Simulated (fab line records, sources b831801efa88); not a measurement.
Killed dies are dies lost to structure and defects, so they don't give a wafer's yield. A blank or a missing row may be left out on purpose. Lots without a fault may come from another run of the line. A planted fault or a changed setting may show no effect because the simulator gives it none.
Problem report in the 8D (eight disciplines) form, filled by code | flow gf180mcu | the parts of the form that need people (team, actions taken, sign-off) are left out

1. THE PROBLEM
PASSIVATION_CVD_02_THK at GF_PASSIVATION_THK_MEAS_03 reads a mean of 894 nm on 2 wafers of 2 lots; wafers without a fault read 702 nm with a standard deviation of 9.7. That is +20 standard deviations from the usual mean.
First seen on wafer L143.2, day 30 04:11, on film_metro-02. The record holds 42 wafers of 14 lots with a number at this step. Rule for "out", or "out of limits": more than 4 standard deviations from the usual mean. The other wafers with a number count as sound.

2. WHAT IT IS AND WHAT IT IS NOT
question                    | is                           | is not
which readings at this step | PASSIVATION_CVD_02_THK       | -
which lots                  | L143, L144                   | L137, L138, L139, L150, L151, L154, L155, L156, L157, L158, L159, L160
which wafers of those lots  | L143.2, L144.1               | L143.3, L143.6, L144.3, L144.5
read on which gauges        | film_metro-02, film_metro-03 | film_metro-01
when                        | from day 30 04:11            | up to then (11 sound wafers); but 29 sound wafers of L144, L150, L151, L154, L155, L156, L157, L158, L159, L160 came after

3. SUSPECTS, AND WHAT RULES EACH OUT
Counting: a tool at a process step up to the reading stays a suspect if it ran every lot that is out. Sound lots after the first of them don't rule it out here, since some wafers of a struck lot are sound.
- the gauge at GF_PASSIVATION_THK_MEAS_03: ruled out. The wafers that are out were read on 2 gauges (film_metro-02, film_metro-03).
- rie_diel-03 at GF_V4_ETCH_17 (etches SiO2 in C4F8/O2/Ar, stops on TiN, target depth 630 nm): kept. It ran every lot that is out, first L143 (day 26 16:38). GF_V4_ETCH_17 gives no start for some lots, so the hours and the order of its lots are those of GF_MIM_THK_MEAS_11.
- pecvd-03 at GF_PASSIVATION_CVD_02 (deposits Si3N4, target thk 700 nm, time 486.18 s): kept. It ran every lot that is out, first L143 (day 30 03:53); its last sound lot up to then is L139 (day 29 03:55).
Left after counting: rie_diel-03 at GF_V4_ETCH_17, pecvd-03 at GF_PASSIVATION_CVD_02.

4. THE CAUSE (what the simulator had put in)
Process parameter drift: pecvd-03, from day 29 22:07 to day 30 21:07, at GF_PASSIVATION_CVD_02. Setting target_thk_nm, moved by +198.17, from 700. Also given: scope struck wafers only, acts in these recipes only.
Counting left 2 suspects, and this tool is among them.

5. THE CHAIN OF EFFECTS, in route order
Each row: a reading whose mean over the struck wafers that have a number lies more than 3 standard deviations from the usual. Only readings for which the record gives a usual standard deviation are gone through. hours: the time from each lot's start at the first step in this table that gives one to its start at this step, as a median over the lots. sigmas: the change in usual standard deviations.
hours | step                       | reading                | usual      | on struck wafers | change | sigmas
0     | GF_PASSIVATION_THK_MEAS_03 | PASSIVATION_CVD_02_THK | 702 nm     | 894              | +192   | +20
18    | GF_PASSIVATION_ETCH_11     | oes_product_au         | 0.990 a.u. | 0.951            | -0.039 | -6.6
The process steps in it:
- GF_PASSIVATION_ETCH_11: etches the open film in CF4/O2, stops on TiN, target depth 2040 nm, time 453.3 s.

6. WHAT WOULD HAVE CAUGHT IT SOONER
In this record the first reading out of limits at a measuring or inspecting step was taken at day 30 04:11, 6 hours after the fault began at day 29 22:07.
Of the tool readings at GF_PASSIVATION_CVD_02 for which the record gives a usual standard deviation, none was out on any struck wafer, so an alarm limit of 4 standard deviations on them would not have fired.
Of the lots that are out (2), L144 began GF_PASSIVATION_CVD_02 on pecvd-03 after day 30 04:11. A hold on the tool at that time would have spared it.
